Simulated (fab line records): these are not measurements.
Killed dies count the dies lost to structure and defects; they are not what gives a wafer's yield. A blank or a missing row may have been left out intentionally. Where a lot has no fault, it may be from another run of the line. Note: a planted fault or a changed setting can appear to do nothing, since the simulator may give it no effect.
fab line records	flow sky130
record lots=12	wafers=36	lastDay=51
route steps=708 shown POLY_CUT@316 SD_P@327 SD_N@356 LI_CONTACT@363 PAD_OPEN@708
lots with no fault: from the same line, run without faults
startH: hours from the record's first day to the start of the lot's first wafer shown	waitH: how many hours have passed since the lot's step before this one	" the same as in the row above	L1.1+2: a single row standing in for several wafers	- either no value or no given start	* or withheld: withheld	< > ~ a bound
route shown NAME@n: NAME is a module with steps in the file, n the number in the route of the first one	usual: mean and standard deviation over wafers with no fault	same: alike in all rows	chamber/n: place in a boat	sites: each site's reading	_std_site: their standard deviation	_edge_site: the outer-site mean with the inner-site mean subtracted	radiusMm: for every site, how far away it sits from the centre of the wafer	mask NAME#n: copy n	behind: the last tool/chamber to shape the wafer	hold: why the lot was held/for how many hours/how that ended	device: whichever transistor did not switch (one of n, p or np)	end of line: the route-end tests of the same wafers	where a step has no rows: the recipe by itself	killed: dies that structure and defects cost at the first sort, which is not the same as the wafer's yield	map: per-die view of a wafer (x killed, . not killed, _ where there is no die)
set.NAME: the setting as run; set.NAME@STEP: as run at that earlier step	model.NAME: the simulator's own value behind a step, which no gauge read
one table for each step of the route and one row for each wafer, over a sample of lots
## steps
# step SKY_POLY_CUT_OVL_MEAS_09
# usual POLY_CUT_OVL=3/5.1
lot.wafer	tool	chamber	startH	waitH	POLY_CUT_OVL[nm]
L492.2	overlay-02	-	574.12	0.1	11
L492.4	"	-	"	"	2
L492.5	"	-	"	"	5
L495.1	overlay-02	-	602.62	0.1	7
L495.2	"	-	"	"	5
L495.6	"	-	"	"	8
L496.1	overlay-02	-	612.18	0.1	-2
L496.4	"	-	"	"	3
L496.6	"	-	"	"	4
L497.4	overlay-02	-	614.79	0.1	6
L497.5	"	-	"	"	3
L497.6	"	-	"	"	6
L499.3	overlay-02	-	639.33	0.1	11
L499.4	"	-	"	"	5
L499.6	"	-	"	"	6
L500.1	overlay-01	-	648.17	0.1	1
L500.2	"	-	"	"	6
L500.3	"	-	"	"	0
L501.2	overlay-01	-	655.37	0.1	-3
L501.3	"	-	"	"	5
L501.4	"	-	"	"	-3
L502.2	overlay-02	-	658.89	0.1	6
L502.3	"	-	"	"	-8
L502.6	"	-	"	"	-1
L506.3	overlay-02	-	693.53	0.1	-4
L506.5	"	-	"	"	-3
L506.6	"	-	"	"	-7
L508.2	overlay-01	-	713.74	0.1	5
L508.4	"	-	"	"	6
L508.5	"	-	"	"	7
L510.3	overlay-02	-	722.53	0.1	0
L510.4	"	-	"	"	-5
L510.5	"	-	"	"	3
L515.2	overlay-02	-	753.23	0.1	5
L515.3	"	-	"	"	3
L515.6	"	-	"	"	3
# step SKY_SD_P_CD_MEAS_07
# recipe targetCdNm=380
# usual cdNm=380.1/2.2
lot.wafer	tool	chamber	startH	waitH	cdNm
L492.2	cdSem-02	-	604.28	0.1	382.2
L492.4	"	-	"	"	381.8
L492.5	"	-	"	"	382.5
L495.1	cdSem-02	-	633.10	0.1	381.2
L495.2	"	-	"	"	380.5
L495.6	"	-	"	"	384.8
L496.1	cdSem-01	-	642.12	0.1	375.7
L496.4	"	-	"	"	375.6
L496.6	"	-	"	"	377.3
L497.4	cdSem-02	-	643.88	0.1	382.5
L497.5	"	-	"	"	378.4
L497.6	"	-	"	"	377.9
L499.3	cdSem-01	-	667.94	0.1	379.3
L499.4	"	-	"	"	377.6
L499.6	"	-	"	"	378.4
L500.1	cdSem-01	-	677.11	0.1	381.7
L500.2	"	-	"	"	381.3
L500.3	"	-	"	"	383.7
L501.2	cdSem-01	-	684.19	0.1	377.6
L501.3	"	-	"	"	378.8
L501.4	"	-	"	"	380.6
L502.2	cdSem-02	-	688.07	0.1	379.4
L502.3	"	-	"	"	382.9
L502.6	"	-	"	"	380.5
L506.3	cdSem-01	-	721.85	0.1	377.5
L506.5	"	-	"	"	376.0
L506.6	"	-	"	"	377.4
L508.2	cdSem-01	-	742.84	0.1	377.5
L508.4	"	-	"	"	379.3
L508.5	"	-	"	"	379.6
L510.3	cdSem-02	-	750.59	0.1	382.4
L510.4	"	-	"	"	379.1
L510.5	"	-	"	"	381.5
L515.2	cdSem-02	-	780.39	0.1	381.1
L515.3	"	-	"	"	378.6
L515.6	"	-	"	"	380.6
# step SKY_SD_N_RTA_14
# recipe tempC=1075	timeS=2	idleTempC=650	rampUpCPerS=150	rampDownCPerS=90	ambient=N2
# usual lampPowerPct=15.74/0.058	wafer_temp_C_max=1078.1/1.3
lot.wafer	tool	chamber	startH	waitH	lampPowerPct	wafer_temp_C_max
L492.2	rtpAnneal-01	0	664.84	0.0	15.77	1078.2
L492.4	"	0	"	"	15.80	1078.8
L492.5	"	0	"	"	15.63	1078.4
L495.1	rtpAnneal-02	0	692.38	0.0	15.74	1080.2
L495.2	"	0	"	"	15.67	1078.8
L495.6	"	0	"	"	15.69	1078.3
L496.1	rtpAnneal-01	0	701.99	0.0	15.64	1078.9
L496.4	"	0	"	"	15.74	1075.9
L496.6	"	0	"	"	15.69	1080.6
L497.4	rtpAnneal-02	0	703.21	0.0	15.70	1078.8
L497.5	"	0	"	"	15.70	1077.6
L497.6	"	0	"	"	15.82	1076.2
L499.3	rtpAnneal-02	0	726.54	0.0	15.67	1079.2
L499.4	"	0	"	"	15.73	1076.7
L499.6	"	0	"	"	15.71	1080.6
L500.1	rtpAnneal-01	0	733.97	0.0	15.78	1076.1
L500.2	"	0	"	"	15.79	1078.8
L500.3	"	0	"	"	15.71	1078.4
L501.2	rtpAnneal-02	0	741.10	0.0	15.68	1079.0
L501.3	"	0	"	"	15.82	1077.6
L501.4	"	0	"	"	15.65	1077.8
L502.2	rtpAnneal-01	0	745.74	0.0	15.69	1077.1
L502.3	"	0	"	"	15.62	1076.7
L502.6	"	0	"	"	15.66	1077.9
L506.3	rtpAnneal-01	0	779.20	0.0	15.68	1077.9
L506.5	"	0	"	"	15.73	1078.7
L506.6	"	0	"	"	15.74	1080.3
L508.2	rtpAnneal-01	0	799.44	0.0	15.65	1077.0
L508.4	"	0	"	"	15.70	1079.3
L508.5	"	0	"	"	15.84	1078.0
L510.3	rtpAnneal-01	0	805.90	0.0	15.75	1077.1
L510.4	"	0	"	"	15.69	1079.4
L510.5	"	0	"	"	15.74	1078.7
L515.2	rtpAnneal-02	0	836.24	0.0	15.78	1077.9
L515.3	"	0	"	"	15.85	1078.6
L515.6	"	0	"	"	15.70	1076.9
# step SKY_SD_N_RS_MEAS_16
# recipe thkMeasGauge=four-point-probe
# usual SD_N_RS=68.63/0.12
lot.wafer	tool	chamber	startH	waitH	hold	SD_N_RS[ohm/sq]
L492.2	filmMetro-04	-	665.02	0.1	-	68.63
L492.4	"	-	"	"	-	68.72
L492.5	"	-	"	"	-	68.58
L495.1	filmMetro-01	-	692.55	0.1	-	68.58
L495.2	"	-	"	"	-	68.57
L495.6	"	-	"	"	-	68.55
L496.1	filmMetro-03	-	702.16	0.1	-	68.50
L496.4	"	-	"	"	-	68.50
L496.6	"	-	"	"	-	68.56
L497.4	filmMetro-01	-	703.42	0.1	-	68.94
L497.5	"	-	"	"	-	68.67
L497.6	"	-	"	"	-	68.66
L499.3	filmMetro-04	-	726.73	0.1	-	68.91
L499.4	"	-	"	"	-	68.94
L499.6	"	-	"	"	-	69.00
L500.1	filmMetro-04	-	734.14	0.1	-	68.69
L500.2	"	-	"	"	-	68.81
L500.3	"	-	"	"	-	68.70
L501.2	filmMetro-03	-	741.28	0.1	-	68.57
L501.3	"	-	"	"	-	68.52
L501.4	"	-	"	"	-	68.76
L502.2	filmMetro-04	-	745.92	0.1	-	68.50
L502.3	"	-	"	"	-	68.47
L502.6	"	-	"	"	-	68.72
L506.3	filmMetro-03	-	779.40	0.1	-	68.56
L506.5	"	-	"	"	-	68.85
L506.6	"	-	"	"	-	68.55
L508.2	filmMetro-04	-	799.63	0.1	awaitDispo/0.2h/release	71.26
L508.4	"	-	"	"	awaitDispo/0.2h/release	71.34
L508.5	"	-	"	"	awaitDispo/0.2h/release	71.18
L508.2	filmMetro-04	-	799.99	0.3	-	71.17
L508.4	"	-	"	"	-	71.28
L508.5	"	-	"	"	-	71.22
L510.3	filmMetro-04	-	806.09	0.1	awaitDispo/0.2h/release	71.30
L510.4	"	-	"	"	awaitDispo/0.2h/release	71.35
L510.5	"	-	"	"	awaitDispo/0.2h/release	71.27
L510.3	filmMetro-04	-	806.45	0.3	-	71.41
L510.4	"	-	"	"	-	71.36
L510.5	"	-	"	"	-	71.29
L515.2	filmMetro-03	-	836.43	0.1	-	68.55
L515.3	"	-	"	"	-	68.58
L515.6	"	-	"	"	-	68.42
# step SKY_SD_N_RS_MEAS_17
# recipe thkMeasGauge=four-point-probe
# usual SD_P_RS=147.2/0.37
lot.wafer	tool	chamber	startH	waitH	hold	SD_P_RS[ohm/sq]
L492.2	filmMetro-04	-	665.14	0.1	-	147.2
L492.4	"	-	"	"	-	147.3
L492.5	"	-	"	"	-	147.5
L495.1	filmMetro-01	-	692.67	0.1	-	146.5
L495.2	"	-	"	"	-	146.8
L495.6	"	-	"	"	-	146.8
L496.1	filmMetro-03	-	702.28	0.1	-	146.7
L496.4	"	-	"	"	-	146.8
L496.6	"	-	"	"	-	147.1
L497.4	filmMetro-01	-	703.54	0.1	-	147.8
L497.5	"	-	"	"	-	147.8
L497.6	"	-	"	"	-	147.6
L499.3	filmMetro-04	-	726.85	0.1	-	147.9
L499.4	"	-	"	"	-	148.0
L499.6	"	-	"	"	-	148.2
L500.1	filmMetro-04	-	734.26	0.1	-	147.6
L500.2	"	-	"	"	-	147.3
L500.3	"	-	"	"	-	147.1
L501.2	filmMetro-03	-	741.40	0.1	-	147.0
L501.3	"	-	"	"	-	147.2
L501.4	"	-	"	"	-	147.1
L502.2	filmMetro-04	-	746.04	0.1	-	147.0
L502.3	"	-	"	"	-	147.1
L502.6	"	-	"	"	-	146.9
L506.3	filmMetro-03	-	779.52	0.1	-	147.6
L506.5	"	-	"	"	-	147.4
L506.6	"	-	"	"	-	147.5
L508.2	filmMetro-04	-	801.49	1.5	awaitDispo/0.2h/release	162.0
L508.4	"	-	"	"	awaitDispo/0.2h/release	162.2
L508.5	"	-	"	"	awaitDispo/0.2h/release	161.9
L508.2	filmMetro-04	-	801.78	0.3	-	162.4
L508.4	"	-	"	"	-	162.2
L508.5	"	-	"	"	-	161.9
L510.3	filmMetro-04	-	807.97	1.5	awaitDispo/0.2h/release	162.2
L510.4	"	-	"	"	awaitDispo/0.2h/release	161.8
L510.5	"	-	"	"	awaitDispo/0.2h/release	162.1
L510.3	filmMetro-04	-	808.25	0.3	-	162.5
L510.4	"	-	"	"	-	161.9
L510.5	"	-	"	"	-	162.4
L515.2	filmMetro-03	-	836.55	0.1	-	147.0
L515.3	"	-	"	"	-	147.4
L515.6	"	-	"	"	-	147.2
# step SKY_LI_CONTACT_THK_MEAS_01
# recipe reads=PSG_of_LI_CONTACT_HDPCVD_00
# usual LI_CONTACT_HDPCVD_THK=918/7.9
lot.wafer	tool	chamber	startH	waitH	LI_CONTACT_HDPCVD_THK[nm]
L492.2	filmMetro-03	-	665.51	0.1	903
L492.4	"	-	"	"	910
L492.5	"	-	"	"	924
L495.1	filmMetro-01	-	693.03	0.1	915
L495.2	"	-	"	"	911
L495.6	"	-	"	"	912
L496.1	filmMetro-04	-	702.64	0.1	911
L496.4	"	-	"	"	909
L496.6	"	-	"	"	920
L497.4	filmMetro-04	-	703.87	0.0	910
L497.5	"	-	"	"	920
L497.6	"	-	"	"	910
L499.3	filmMetro-03	-	727.24	0.1	921
L499.4	"	-	"	"	908
L499.6	"	-	"	"	911
L500.1	filmMetro-01	-	734.62	0.1	913
L500.2	"	-	"	"	927
L500.3	"	-	"	"	928
L501.2	filmMetro-01	-	741.75	0.1	909
L501.3	"	-	"	"	898
L501.4	"	-	"	"	916
L502.2	filmMetro-03	-	746.39	0.1	898
L502.3	"	-	"	"	912
L502.6	"	-	"	"	908
L506.3	filmMetro-04	-	779.86	0.1	920
L506.5	"	-	"	"	921
L506.6	"	-	"	"	917
L508.2	filmMetro-01	-	807.36	0.1	925
L508.4	"	-	"	"	922
L508.5	"	-	"	"	924
L510.3	filmMetro-01	-	819.06	0.1	929
L510.4	"	-	"	"	926
L510.5	"	-	"	"	924
L515.2	filmMetro-04	-	836.89	0.1	931
L515.3	"	-	"	"	937
L515.6	"	-	"	"	922
# step SKY_PAD_OPEN_PROBE_99
# usual killed_at_M0_to_M3=43/7.3	killed_at_M4_up=3.4/2.1	killedAtContacts=24/5.9	killedAtFrontEnd=14/4	killedAtOther=0.3/0.54	killedDies=85/10	killedOpen=46/7.7	killedShort=38/6
# same grossDies=492	killedAtBackSide=0
lot.wafer	tool	chamber	startH	waitH	killed_at_M0_to_M3	killed_at_M4_up	killedAtContacts	killedAtFrontEnd	killedAtOther	killedDies	killedOpen	killedShort
L492.2	prober-02	-	1100.21	0.1	42	4	27	11	0	84	49	35
L492.4	prober-02	-	1100.31	0.2	48	5	12	8	0	73	31	42
L492.5	prober-02	-	1100.36	0.2	41	3	25	14	1	84	45	39
L495.1	prober-01	-	1119.74	0.1	47	0	26	19	2	94	57	37
L495.2	prober-01	-	1119.79	0.1	41	2	28	14	0	85	48	37
L495.6	prober-01	-	1119.99	0.2	48	7	34	11	0	100	45	55
L496.1	prober-02	-	1127.34	0.1	46	4	29	17	0	96	47	49
L496.4	prober-02	-	1127.49	0.2	55	4	23	11	0	93	60	33
L496.6	prober-02	-	1127.59	0.2	45	3	23	14	0	85	48	37
L497.4	prober-01	-	1128.37	0.2	41	8	18	11	0	78	51	27
L497.5	prober-01	-	1128.42	0.2	35	2	17	16	0	70	38	32
L497.6	prober-01	-	1128.47	0.2	51	4	22	8	0	85	51	34
L499.3	prober-01	-	1144.42	0.2	42	2	27	12	0	83	50	33
L499.4	prober-01	-	1144.47	0.2	55	1	20	14	0	90	49	41
L499.6	prober-01	-	1144.57	0.2	36	4	15	18	0	73	38	35
L500.1	prober-02	-	1146.85	0.1	44	6	22	18	0	90	49	41
L500.2	prober-02	-	1146.90	0.1	41	4	27	13	1	86	46	40
L500.3	prober-02	-	1146.95	0.2	46	3	20	18	0	87	53	34
L501.2	prober-01	-	1152.19	0.1	44	2	30	19	0	95	54	40
L501.3	prober-01	-	1152.24	0.2	35	2	30	16	0	83	43	39
L501.4	prober-01	-	1152.29	0.2	37	1	27	14	0	79	39	40
L502.2	prober-02	-	1157.82	0.1	52	2	30	20	0	104	60	44
L502.3	prober-02	-	1157.87	0.2	50	2	20	11	0	83	47	36
L502.6	prober-02	-	1158.02	0.2	39	4	23	15	0	81	46	35
L506.3	prober-02	-	1178.92	0.2	58	2	32	14	1	107	71	35
L506.5	prober-02	-	1179.02	0.2	39	6	27	15	1	88	51	36
L506.6	prober-02	-	1179.07	0.2	60	5	19	9	0	93	53	40
L508.2	prober-02	-	1192.47	0.1	40	3	24	18	0	85	44	40
L508.4	prober-02	-	1192.57	0.2	43	4	16	10	0	73	30	42
L508.5	prober-02	-	1192.62	0.2	56	4	20	18	0	98	46	51
L510.3	prober-02	-	1198.03	0.2	42	8	35	12	0	97	61	36
L510.4	prober-02	-	1198.08	0.2	54	3	20	11	0	88	51	37
L510.5	prober-02	-	1198.13	0.2	40	2	26	11	0	79	51	28
L515.2	prober-02	-	1214.89	0.1	49	2	23	10	0	84	45	38
L515.3	prober-02	-	1214.94	0.2	36	0	26	15	0	77	47	28
L515.6	prober-02	-	1215.09	0.2	46	1	23	11	0	81	43	36
# killed by level:class
L492.2 VIA1:geometricParticle:open=11 VIA2:geometricParticle:open=8 VIA3:geometricParticle:open=8 CONTACT:geometricParticle:open=7 LI_CONTACT:geometricParticle:open=6 CONTACT:geometricParticle:short=6 METAL1:geometricParticle:short=5 LOCAL_INTERCONNECT:geometricParticle:short=4
L492.4 VIA1:geometricParticle:open=11 METAL1:geometricParticle:short=10 VIA3:geometricParticle:open=5 VIA1:geometricParticle:short=5 LI_CONTACT:geometricParticle:short=4 LI_CONTACT:geometricParticle:open=4 METAL2:geometricParticle:short=4 VIA2:geometricParticle:short=4
L492.5 CONTACT:geometricParticle:open=10 CONTACT:geometricParticle:short=7 METAL2:geometricParticle:short=7 VIA3:geometricParticle:open=6 VIA1:geometricParticle:open=5 VIA1:geometricParticle:short=5 VIA3:geometricParticle:short=5 POLY_GATE:geometricParticle:short=4
L495.1 METAL1:geometricParticle:short=11 CONTACT:geometricParticle:open=10 LI_CONTACT:geometricParticle:open=10 POLY_GATE:geometricParticle:open=8 VIA3:geometricParticle:open=8 VIA1:geometricParticle:open=8 VIA2:geometricParticle:open=7 VIA1:geometricParticle:short=4
L495.2 VIA1:geometricParticle:open=15 LI_CONTACT:geometricParticle:open=9 VIA2:geometricParticle:open=8 CONTACT:geometricParticle:open=7 CONTACT:geometricParticle:short=5 METAL2:geometricParticle:short=5 VIA1:geometricParticle:short=4 POLY_GATE:geometricParticle:short=4
L495.6 CONTACT:geometricParticle:open=13 METAL1:geometricParticle:short=9 CONTACT:geometricParticle:short=7 LI_CONTACT:geometricParticle:open=6 VIA1:geometricParticle:short=6 VIA1:geometricParticle:open=6 METAL4:geometricParticle:short=6 VIA3:geometricParticle:short=5
L496.1 VIA1:geometricParticle:open=14 VIA2:geometricParticle:open=10 LOCAL_INTERCONNECT:geometricParticle:short=7 CONTACT:geometricParticle:short=7 CONTACT:geometricParticle:open=7 LI_CONTACT:geometricParticle:open=5 METAL2:geometricParticle:short=5 VIA2:geometricParticle:short=5
L496.4 CONTACT:geometricParticle:open=13 VIA1:geometricParticle:open=11 VIA3:geometricParticle:open=10 VIA1:geometricParticle:short=6 VIA2:geometricParticle:open=6 LI_CONTACT:geometricParticle:open=5 METAL1:geometricParticle:short=5 METAL3:geometricParticle:short=5
L496.6 METAL1:geometricParticle:short=12 VIA1:geometricParticle:open=10 CONTACT:geometricParticle:open=10 LI_CONTACT:geometricParticle:open=7 VIA3:geometricParticle:open=7 METAL2:geometricParticle:short=6 FIELD_ISO:geometricParticle:short=5 FIELD_ISO:geometricParticle:open=4
L497.4 VIA1:geometricParticle:open=12 VIA3:geometricParticle:open=10 LI_CONTACT:geometricParticle:open=9 METAL4:geometricParticle:short=6 METAL2:geometricParticle:short=5 FIELD_ISO:geometricParticle:open=4 FIELD_ISO:geometricParticle:short=3 POLY_GATE:geometricParticle:open=3
L497.5 VIA3:geometricParticle:open=7 VIA2:geometricParticle:open=7 FIELD_ISO:geometricParticle:open=6 CONTACT:geometricParticle:open=5 VIA1:geometricParticle:short=5 POLY_GATE:geometricParticle:short=4 LI_CONTACT:geometricParticle:open=4 LI_CONTACT:geometricParticle:short=3
L497.6 VIA1:geometricParticle:open=13 CONTACT:geometricParticle:open=8 VIA3:geometricParticle:open=7 VIA2:geometricParticle:open=6 METAL2:geometricParticle:short=6 VIA3:geometricParticle:short=6 CONTACT:geometricParticle:short=5 METAL1:geometricParticle:open=4
L499.3 LI_CONTACT:geometricParticle:open=11 VIA1:geometricParticle:open=11 CONTACT:geometricParticle:open=7 POLY_GATE:geometricParticle:open=6 METAL1:geometricParticle:short=6 VIA2:geometricParticle:open=5 METAL2:geometricParticle:short=4 VIA2:geometricParticle:short=4
L499.4 VIA1:geometricParticle:open=14 CONTACT:geometricParticle:open=10 METAL1:geometricParticle:short=7 FIELD_ISO:geometricParticle:open=6 VIA1:geometricParticle:short=6 VIA2:geometricParticle:open=6 FIELD_ISO:geometricParticle:short=5 VIA3:geometricParticle:short=5
L499.6 VIA1:geometricParticle:open=12 VIA2:geometricParticle:open=7 POLY_GATE:geometricParticle:short=6 CONTACT:geometricParticle:open=6 CONTACT:geometricParticle:short=5 FIELD_ISO:geometricParticle:open=3 VIA1:geometricParticle:short=3 METAL2:geometricParticle:short=3
L500.1 VIA1:geometricParticle:open=10 CONTACT:geometricParticle:open=9 POLY_GATE:geometricParticle:short=6 VIA3:geometricParticle:open=6 POLY_GATE:geometricParticle:open=5 METAL2:geometricParticle:short=5 LI_CONTACT:geometricParticle:open=5 VIA2:geometricParticle:short=5
L500.2 VIA1:geometricParticle:open=10 VIA2:geometricParticle:open=9 CONTACT:geometricParticle:open=7 POLY_GATE:geometricParticle:short=5 LI_CONTACT:geometricParticle:open=5 METAL2:geometricParticle:short=5 VIA3:geometricParticle:open=5 LI_CONTACT:geometricParticle:short=4
L500.3 VIA2:geometricParticle:open=10 VIA1:geometricParticle:open=8 VIA1:geometricParticle:short=6 LI_CONTACT:geometricParticle:open=6 CONTACT:geometricParticle:open=6 LI_CONTACT:geometricParticle:short=5 METAL1:geometricParticle:short=5 VIA3:geometricParticle:open=5
L501.2 CONTACT:geometricParticle:open=11 VIA1:geometricParticle:open=9 LI_CONTACT:geometricParticle:open=8 POLY_GATE:geometricParticle:open=7 VIA2:geometricParticle:open=7 METAL2:geometricParticle:short=6 LOCAL_INTERCONNECT:geometricParticle:short=5 VIA3:geometricParticle:open=5
L501.3 CONTACT:geometricParticle:open=12 VIA1:geometricParticle:open=8 LI_CONTACT:geometricParticle:open=6 CONTACT:geometricParticle:short=6 METAL1:geometricParticle:short=6 FIELD_ISO:geometricParticle:short=5 VIA2:geometricParticle:open=5 METAL2:geometricParticle:short=4
L501.4 VIA1:geometricParticle:open=8 LI_CONTACT:geometricParticle:open=7 LOCAL_INTERCONNECT:geometricParticle:short=7 CONTACT:geometricParticle:open=6 VIA1:geometricParticle:short=6 VIA2:geometricParticle:open=5 METAL2:geometricParticle:short=5 FIELD_ISO:geometricParticle:short=4
L502.2 VIA1:geometricParticle:open=19 CONTACT:geometricParticle:short=9 CONTACT:geometricParticle:open=8 LI_CONTACT:geometricParticle:open=7 VIA3:geometricParticle:open=6 VIA1:geometricParticle:short=6 FIELD_ISO:geometricParticle:open=5 LOCAL_INTERCONNECT:geometricParticle:short=5
L502.3 VIA1:geometricParticle:open=13 LI_CONTACT:geometricParticle:open=8 VIA2:geometricParticle:open=8 METAL1:geometricParticle:short=6 VIA1:geometricParticle:short=6 VIA3:geometricParticle:open=6 CONTACT:geometricParticle:open=5 POLY_GATE:geometricParticle:short=4
L502.6 CONTACT:geometricParticle:open=13 VIA2:geometricParticle:open=7 VIA1:geometricParticle:open=6 METAL1:geometricParticle:short=6 POLY_GATE:geometricParticle:open=5 VIA3:geometricParticle:open=5 VIA3:geometricParticle:short=5 POLY_GATE:geometricParticle:short=4
L506.3 VIA1:geometricParticle:open=19 CONTACT:geometricParticle:open=16 VIA3:geometricParticle:open=9 LI_CONTACT:geometricParticle:open=9 VIA2:geometricParticle:open=8 METAL1:geometricParticle:short=6 METAL2:geometricParticle:short=5 CONTACT:geometricParticle:short=4
L506.5 CONTACT:geometricParticle:open=9 LI_CONTACT:geometricParticle:open=7 VIA2:geometricParticle:open=6 VIA2:geometricParticle:short=6 POLY_GATE:geometricParticle:open=5 CONTACT:geometricParticle:short=5 VIA1:geometricParticle:open=5 FIELD_ISO:geometricParticle:open=4
L506.6 VIA1:geometricParticle:open=16 CONTACT:geometricParticle:open=8 METAL1:geometricParticle:short=7 VIA2:geometricParticle:open=7 VIA3:geometricParticle:open=7 LI_CONTACT:geometricParticle:open=6 VIA1:geometricParticle:short=6 METAL2:geometricParticle:short=5
L508.2 VIA2:geometricParticle:open=8 LI_CONTACT:geometricParticle:open=7 CONTACT:geometricParticle:open=7 VIA3:geometricParticle:open=7 FIELD_ISO:geometricParticle:short=6 METAL1:geometricParticle:short=6 VIA1:geometricParticle:open=6 POLY_GATE:geometricParticle:short=4
L508.4 VIA2:geometricParticle:open=8 CONTACT:geometricParticle:short=6 METAL1:geometricParticle:short=6 VIA1:geometricParticle:open=6 FIELD_ISO:geometricParticle:short=5 VIA3:geometricParticle:open=5 VIA1:geometricParticle:short=5 CONTACT:geometricParticle:open=4
L508.5 VIA1:geometricParticle:short=10 VIA2:geometricParticle:open=10 VIA1:geometricParticle:open=9 METAL1:geometricParticle:short=8 LOCAL_INTERCONNECT:geometricParticle:short=6 CONTACT:geometricParticle:open=6 VIA3:geometricParticle:open=6 FIELD_ISO:geometricParticle:open=5
L510.3 CONTACT:geometricParticle:open=16 VIA1:geometricParticle:open=10 VIA2:geometricParticle:open=10 LI_CONTACT:geometricParticle:open=7 VIA1:geometricParticle:short=7 CONTACT:geometricParticle:short=6 METAL4:geometricParticle:short=6 VIA3:geometricParticle:open=5
L510.4 VIA1:geometricParticle:open=17 VIA3:geometricParticle:open=9 LI_CONTACT:geometricParticle:open=7 VIA2:geometricParticle:open=6 CONTACT:geometricParticle:open=6 METAL2:geometricParticle:short=6 METAL1:geometricParticle:short=5 FIELD_ISO:geometricParticle:short=4
L510.5 CONTACT:geometricParticle:open=12 VIA1:geometricParticle:open=9 LI_CONTACT:geometricParticle:open=8 METAL1:geometricParticle:short=7 VIA2:geometricParticle:open=7 METAL2:geometricParticle:open=5 FIELD_ISO:geometricParticle:short=4 FIELD_ISO:geometricParticle:open=4
L515.2 VIA1:geometricParticle:open=9 VIA2:geometricParticle:open=8 METAL1:geometricParticle:short=7 LI_CONTACT:geometricParticle:open=6 CONTACT:geometricParticle:open=6 VIA3:geometricParticle:open=5 POLY_GATE:geometricParticle:open=4 LOCAL_INTERCONNECT:geometricParticle:short=4
L515.3 VIA1:geometricParticle:open=15 CONTACT:geometricParticle:open=9 LI_CONTACT:geometricParticle:short=6 VIA3:geometricParticle:open=6 LI_CONTACT:geometricParticle:open=5 VIA2:geometricParticle:open=4 POLY_GATE:geometricParticle:short=3 CONTACT:geometricParticle:short=3
L515.6 VIA1:geometricParticle:open=13 CONTACT:geometricParticle:open=9 VIA3:geometricParticle:short=6 VIA2:geometricParticle:open=6 VIA3:geometricParticle:open=5 LI_CONTACT:geometricParticle:open=4 LOCAL_INTERCONNECT:geometricParticle:short=4 CONTACT:geometricParticle:short=4
## key
firstSign step=SKY_SD_N_RS_MEAS_16	reading=visit	direction=added
effect step=SKY_SD_N_RS_MEAS_16	reading=SD_N_RS	direction=up	sigmas=22	usual=68.63	struck=71.28
effect step=SKY_SD_N_RS_MEAS_17	reading=visit	direction=added
effect step=SKY_SD_N_RS_MEAS_17	reading=SD_P_RS	direction=up	sigmas=40	usual=147.2	struck=162.0
metAt SKY_SD_N_RTA_14
struckLots L508,L510
testerLeftOut L508,L510
notActingAt SKY_POLY_CUT_OVL_MEAS_09,SKY_SD_P_CD_MEAS_07,SKY_LI_CONTACT_THK_MEAS_01
onsetBetween 779.20 799.44
fault kind=processParameterDrift	tool=rtpAnneal-01	chamber=-	onsetH=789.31	steps=SKY_SD_N_RTA_14	channel=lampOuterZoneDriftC	offset=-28	shape=step	endH=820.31
# testerLeftOut: of these lots the tester's yield and bins aren't shown, on N5 and GAA mostly nor the transistor test; their killed dies are dies lost to structure and defects alone, not to doping, threshold or leakage, so they don't give the yield
